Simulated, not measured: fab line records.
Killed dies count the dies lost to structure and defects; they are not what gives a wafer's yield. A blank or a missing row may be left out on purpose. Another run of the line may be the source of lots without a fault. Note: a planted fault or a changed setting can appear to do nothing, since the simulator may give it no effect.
Which tool is to blame? :: flow gf180mcu :: 7 lots, 21 wafers sampled, at 4 steps of a route of 602

WHAT THE GAUGES READ, wafer by wafer
GF_V5_OVL_MEAS_15.
lot: L501
measured: day 27 06:19
on: overlay-02
V5_OVL (nm): -3 5 -1

lot: L503
measured: day 28 07:11
on: overlay-01
V5_OVL (nm): 3 9 8

lot: L505
measured: day 28 19:11
on: overlay-02
V5_OVL (nm): 3 4 4

lot: L507
measured: day 29 09:37
on: overlay-01
V5_OVL (nm): -1 7 11

lot: L513
measured: day 31 02:40
on: overlay-01
V5_OVL (nm): 7 1 -2

lot: L520
measured: day 33 00:36
on: overlay-01
V5_OVL (nm): -2 -4 -3

lot: L523
measured: day 33 10:42
on: overlay-01
V5_OVL (nm): 3 -3 -3

WHICH TOOL RAN EACH LOT (tool, then ch and the chambers of the sampled wafers, then the start)
lot: L501
GF_M5_ETCH_09: rie diel-02 ch 2,3, day 26 07:57
GF_M5_STRIP_11: plasma asher-03 ch 0,1, day 26 08:07
GF_V5_CMP_04: cmp-02 ch 0,1,2, day 26 09:08

lot: L503
GF_M5_ETCH_09: rie diel-04 ch 1,3, day 27 10:26
GF_M5_STRIP_11: plasma asher-04 ch 0,1, day 27 10:35
GF_V5_CMP_04: cmp-02 ch 0,1, day 27 11:23

lot: L505
GF_M5_ETCH_09: rie diel-02 ch 1,2,3, day 27 22:23
GF_M5_STRIP_11: plasma asher-03 ch 0,1, day 27 22:32
GF_V5_CMP_04: cmp-01 ch 0,2,3, day 27 23:26

lot: L507
GF_M5_ETCH_09: rie diel-02 ch 0,1,3, day 28 13:16
GF_M5_STRIP_11: plasma asher-04 ch 0,1, day 28 13:24
GF_V5_CMP_04: cmp-02 ch 1,2, day 28 14:28

lot: L513
GF_M5_ETCH_09: rie diel-02 ch 0,1,2, day 30 07:59
GF_M5_STRIP_11: plasma asher-01 ch 0,1, day 30 08:10
GF_V5_CMP_04: cmp-02 ch 1,2,3, day 30 08:56

lot: L520
GF_M5_ETCH_09: rie diel-04 ch 1,2,3, day 32 07:13
GF_M5_STRIP_11: plasma asher-03 ch 0, day 32 07:20
GF_V5_CMP_04: cmp-02 ch 0,2,3, day 32 08:14

lot: L523
GF_M5_ETCH_09: rie diel-01 ch 2,3, day 32 17:28
GF_M5_STRIP_11: plasma asher-03 ch 0,1, day 32 17:35
GF_V5_CMP_04: cmp-02 ch 0,2,3, day 32 18:37
- GF_M5_ETCH_09: etches Si3N4 in CF4/O2, target depth 52 nm, time 11.6 s.
- GF_M5_STRIP_11: strips in O2/N2.
- GF_V5_CMP_04: polishes SiO2.

THE ANSWER, worked out from the rows above alone
Rule: usual is defined by the lots themselves. Put in order of their means at a reading, lots are off if they are a third of the lots or fewer, leave a main group of 4 or more, and stand apart from it by a gap of 3 or more times the standard deviation of the main group's means; of several such gaps the widest counts. The tables above print the reading to a certain number of digits; a main group whose means all agree to those digits is not used. A lot without any number at a reading at which 4 lots or more have one is off too. The other lots that the step has rows for count as sound.
Across all readings shown, no lot is off: no conclusion can be drawn from this.

WHAT THE SIMULATOR HAD INSERTED
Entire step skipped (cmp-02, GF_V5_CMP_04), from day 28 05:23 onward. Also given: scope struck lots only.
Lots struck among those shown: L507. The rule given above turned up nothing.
